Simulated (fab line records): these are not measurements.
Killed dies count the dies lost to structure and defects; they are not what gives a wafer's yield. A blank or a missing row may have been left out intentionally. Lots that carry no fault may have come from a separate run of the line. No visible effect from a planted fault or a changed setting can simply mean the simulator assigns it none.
Struck lot and sound lot, side by side / flow gf180mcu / 14 out of 602 route steps
Sound: wafers L890.4, L890.5, L890.6. Struck: wafers L900.2, L900.5, L900.6. Last of all comes the cause.
Per side, at each step with rows, come the tool, then ch with its chambers, and then its first start. Under that, the readings that differ: sound wafers / struck wafers / difference of the means / sigmas: that difference in standard deviations of wafers without a fault.
alike: words and numbers the same on both sides, and readings whose means are apart by under 2 such deviations; not compared: readings that were withheld, readings missing a value for some wafer, numbers with overlapping values and no deviation given by the record, and bounds like >300 which may hide the same value.
The two part at a step that has a row with sigmas, a row that says differs or no value, or rows on one side only. Non-overlapping numbers with no deviation appear without sigmas and do not part them. A reading that every wafer of one side lacks parts them only if that side has two wafers or more.

first, 3 steps without rows for these wafers: GF_MVSD_EXPOSE_04 (exposes mask MVSD, target cd 1000 nm); GF_MVSD_PEB_05; GF_MVSD_DEVELOP_06 (develop time 60 s).
GF_MVSD_OVL_MEAS_07:
  sound on overlay-02, day 5 18:31; struck on overlay-01, day 7 23:45
  alike: MVSD_OVL
then, 2 steps without rows for these wafers: GF_MVSD_IMPLANT_08; GF_MVSD_IMPLANT_09.
GF_MVSD_STRIP_10: strips in O2/N2.
  sound on plasmaAsher-03 ch 0,1, day 5 18:52; struck on plasmaAsher-02 ch 0,1, day 8 00:05
reading=stripTimeToEndpointS (s); sound=37.11 37.09 37.16; struck=36.78 36.86 36.85; difference=-0.29; sigmas=-3
  alike: drypumpMotorCurrentA, heaterPowerW, oesProductAu
  not compared: rfHoursCounterH
GF_MVSD_TW_MEAS_11:
  sound on filmMetro-03, day 5 18:58; struck on filmMetro-01, day 8 00:11
  alike: MVSD_TW
then, 4 steps without rows for these wafers: GF_MVPSD_DEHYDRATE_00 (time 60 s); GF_MVPSD_HMDS_01 (prime time 60 s); GF_MVPSD_COAT_02 (resist thk 3000 nm); GF_MVPSD_SOFTBAKE_03.
GF_MVPSD_EXPOSE_04: exposes mask MVPSD, target cd 1000 nm.
  struck on ilineStepper-02, day 8 08:23; sound on ilineStepper-01 ch 0, day 6 02:40
  no value came back on the struck wafers for exposureDoseMJCm2, focusOffsetNm (nm); on the sound wafers exposureDoseMJCm2 reads 260.15 259.76 259.79
  alike: mask
after that, 1 step had no rows for these wafers: GF_MVPSD_PEB_05.

== WHERE THEY PART ==
First at GF_MVSD_STRIP_10; last, within this record, at GF_MVPSD_EXPOSE_04.

WHY: what the simulator had put in
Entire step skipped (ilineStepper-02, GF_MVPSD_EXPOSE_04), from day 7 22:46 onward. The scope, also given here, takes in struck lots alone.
